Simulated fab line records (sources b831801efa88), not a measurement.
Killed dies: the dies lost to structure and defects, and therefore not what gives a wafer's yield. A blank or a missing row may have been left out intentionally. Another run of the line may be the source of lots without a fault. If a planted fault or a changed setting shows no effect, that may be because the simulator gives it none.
Which tool is to blame? + flow sky130 + Sampling: 13 lots, 39 wafers, 5 of 708 route steps

== WHAT EACH GAUGE READ, for each wafer ==
SKY_VT_ADJUST_LVTN_OVL_MEAS_07. Usual: for VT_ADJUST_LVTN_OVL the level is 0.3 nm and the standard deviation is 1.3.
| lot  | measured     | on         | VT_ADJUST_LVTN_OVL (nm) | flag |
|------|--------------|------------|-------------------------|------|
| L987 | day 7 01:32  | overlay-01 | 2.5 2.6 2.0             |      |
| L989 | day 7 09:36  | overlay-02 | 2.2 2.1 1.4             |      |
| L988 | day 7 09:57  | overlay-01 | 1.6 1.5 1.0             |      |
| L990 | day 7 17:22  | overlay-01 | 0.6 0.5 -1.3            |      |
| L991 | day 8 00:07  | overlay-01 | 0.0 -0.5 -0.7           |      |
| L992 | day 8 08:15  | overlay-02 | 0.8 0.7 1.2             |      |
| L994 | day 9 02:05  | overlay-02 | -0.3 1.3 -2.6           |      |
| L998 | day 10 01:29 | overlay-02 | 0.8 3.7 0.8             |      |
| L999 | day 10 04:50 | overlay-01 | 1.4 2.6 2.0             |      |
| L100 | day 10 12:02 | overlay-01 | 1.9 2.4 0.8             |      |
| L107 | day 12 09:56 | overlay-01 | 1.4 -0.4 0.4            |      |
| L108 | day 12 18:08 | overlay-02 | -1.2 -1.8 -1.7          |      |
| L110 | day 13 03:06 | overlay-02 | 2.0 -1.0 0.3            |      |

SKY_VT_ADJUST_LVTN_TW_MEAS_21. Usual: for VT_ADJUST_LVTN_2_TW the level is 188.0 and the standard deviation is 1.3.
| lot  | measured     | on            | VT_ADJUST_LVTN_2_TW | flag |
|------|--------------|---------------|---------------------|------|
| L987 | day 7 23:07  | film metro-02 | 187.8 187.0 188.2   |      |
| L989 | day 8 07:01  | film metro-02 | 186.4 187.4 187.8   |      |
| L988 | day 8 07:33  | film metro-01 | 188.8 188.1 188.1   |      |
| L990 | day 8 14:36  | film metro-02 | 186.2 186.9 186.5   |      |
| L991 | day 8 21:22  | film metro-01 | 187.1 187.6 188.7   |      |
| L992 | day 9 06:02  | film metro-04 | 188.1 187.8 188.1   |      |
| L994 | day 10 00:35 | film metro-01 | 189.6 190.5 188.1   |      |
| L998 | day 11 01:17 | film metro-04 | 185.8 186.9 186.1   |      |
| L999 | day 11 04:38 | film metro-04 | 187.7 186.8 187.3   |      |
| L100 | day 11 11:28 | film metro-01 | 190.6 190.1 188.5   |      |
| L107 | day 13 11:41 | film metro-04 | 187.0 189.6 188.3   |      |
| L108 | day 13 19:13 | film metro-01 | 190.5 190.6 191.0   |      |
| L110 | day 14 05:59 | film metro-01 | 187.1 187.4 188.5   |      |

SKY_SONOS_ONO_THK_MEAS_05. Usual: for SONOS_ONO_CVD_04_THK the level is 5.72 nm and the standard deviation is 0.091.
| lot  | measured     | on            | SONOS_ONO_CVD_04_THK (nm) | flag |
|------|--------------|---------------|---------------------------|------|
| L987 | day 12 00:41 | film metro-04 | 5.78 5.73 5.67            |      |
| L989 | day 12 10:33 | film metro-04 | 5.65 5.72 5.63            |      |
| L988 | day 12 10:34 | film metro-03 | 5.62 5.59 5.56            |      |
| L990 | day 12 16:02 | film metro-03 | 5.79 5.66 5.68            |      |
| L991 | day 13 01:01 | film metro-04 | 5.61 5.73 5.68            |      |
| L992 | day 13 08:10 | film metro-01 | 5.54 5.65 5.69            |      |
| L994 | day 14 07:49 | film metro-01 | 5.68 5.86 5.97            |      |
| L998 | day 15 10:09 | film metro-04 | 6.31 6.34 6.38            | OFF  |
| L999 | day 15 13:40 | film metro-01 | 6.40 6.27 6.41            | OFF  |
| L100 | day 16 02:59 | film metro-01 | 6.49 6.39 6.42            | OFF  |
| L107 | day 18 09:10 | film metro-03 | 5.60 5.69 5.63            |      |
| L108 | day 18 15:17 | film metro-03 | 5.71 5.77 5.65            |      |
| L110 | day 19 08:39 | film metro-04 | 5.66 5.77 5.66            |      |

SKY_SONOS_ONO_OVL_MEAS_14. Usual: for SONOS_ONO_OVL the level is 0.2 nm and the standard deviation is 1.2.
| lot  | measured     | on         | SONOS_ONO_OVL (nm) | flag |
|------|--------------|------------|--------------------|------|
| L987 | day 13 01:30 | overlay-02 | 0.3 2.4 1.2        |      |
| L989 | day 13 11:37 | overlay-02 | 1.9 -0.4 -1.5      |      |
| L988 | day 13 11:49 | overlay-01 | 1.9 1.1 -1.4       |      |
| L990 | day 13 17:35 | overlay-02 | 0.5 1.1 1.6        |      |
| L991 | day 14 02:53 | overlay-01 | -0.9 1.6 0.5       |      |
| L992 | day 14 08:46 | overlay-01 | -1.6 1.2 1.0       |      |
| L994 | day 15 10:03 | overlay-02 | 0.6 0.7 0.5        |      |
| L998 | day 16 13:29 | overlay-01 | 0.2 1.1 1.7        |      |
| L999 | day 16 17:04 | overlay-02 | -2.0 1.2 0.1       |      |
| L100 | day 17 07:19 | overlay-02 | 1.3 0.5 2.7        |      |
| L107 | day 19 16:09 | overlay-01 | 1.2 1.2 1.2        |      |
| L108 | day 19 22:24 | overlay-01 | 0.0 -1.9 -0.7      |      |
| L110 | day 20 15:59 | overlay-01 | -0.6 0.6 0.2       |      |

== WHICH TOOL RAN EACH LOT (tool, then ch and the chambers of the sampled wafers, then the start) ==
| lot  | SKY_SONOS_ONO_CVD_04        |
|------|-----------------------------|
| L987 | lpcvd-03 ch 0, day 11 23:26 |
| L989 | lpcvd-03 ch 0, day 12 09:17 |
| L988 | lpcvd-03 ch 1, day 12 09:17 |
| L990 | lpcvd-03 ch 1, day 12 14:45 |
| L991 | lpcvd-03 ch 0, day 12 23:44 |
| L992 | lpcvd-03 ch 1, day 13 06:54 |
| L994 | lpcvd-03 ch 0, day 14 06:34 |
| L998 | lpcvd-03 ch 0, day 15 08:53 |
| L999 | lpcvd-03 ch 0, day 15 12:24 |
| L100 | lpcvd-03 ch 0, day 16 01:44 |
| L107 | lpcvd-03 ch 0, day 18 07:55 |
| L108 | lpcvd-03 ch 0, day 18 14:02 |
| L110 | lpcvd-03 ch 0, day 19 07:19 |
- SKY_SONOS_ONO_CVD_04: deposits SiO2 from SiH4/N2O, target thk 5.7199 nm.

== WHAT THE TOOLS THEMSELVES READ (means of the sampled wafers that have a number; where no wafer has one, the mark that the record gives instead) ==
SKY_SONOS_ONO_CVD_04. Usual: pressure mtorr at 400.0 mTorr, with a standard deviation of 0.86.
| lot  | tool     | pressure mtorr (mTorr) | flag |
|------|----------|------------------------|------|
| L987 | lpcvd-03 | 401.4                  |      |
| L989 | lpcvd-03 | 399.2                  |      |
| L988 | lpcvd-03 | 399.7                  |      |
| L990 | lpcvd-03 | 400.1                  |      |
| L991 | lpcvd-03 | 399.4                  |      |
| L992 | lpcvd-03 | 400.5                  |      |
| L994 | lpcvd-03 | 399.6                  |      |
| L998 | lpcvd-03 | 480.3                  | OFF  |
| L999 | lpcvd-03 | 478.7                  | OFF  |
| L100 | lpcvd-03 | 480.3                  | OFF  |
| L107 | lpcvd-03 | 401.6                  |      |
| L108 | lpcvd-03 | 399.9                  |      |
| L110 | lpcvd-03 | 400.6                  |      |

== THE ANSWER, worked out from the rows above alone ==
Rule: lot off if the mean of its wafers having a number is beyond 3 standard deviations from the usual mean. Also off: a lot with no number at a reading for which 4 or more lots have one. Any other lot the step has rows for is counted as sound. After the gauges, taken in route order, come the tools' own readings; for these a lot's mean is taken, as printed above. At the first step where some lot is off, the reading lying furthest off is the one used; lots without a number count as furthest.
Off: L998, L999, L100, seen at SKY_SONOS_ONO_THK_MEAS_05 (SONOS_ONO_CVD_04_THK).
A tool fits if, at a process step before that reading, it ran every lot that is off, and no sound lot after the first of them. The gauges at SKY_SONOS_ONO_THK_MEAS_05 aren't tried: what is off there is off at SKY_SONOS_ONO_CVD_04 too, on other tools, and a gauge's error can't cause that. Of those tried, none fits.

== WHAT WAS PUT IN BY THE SIMULATOR ==
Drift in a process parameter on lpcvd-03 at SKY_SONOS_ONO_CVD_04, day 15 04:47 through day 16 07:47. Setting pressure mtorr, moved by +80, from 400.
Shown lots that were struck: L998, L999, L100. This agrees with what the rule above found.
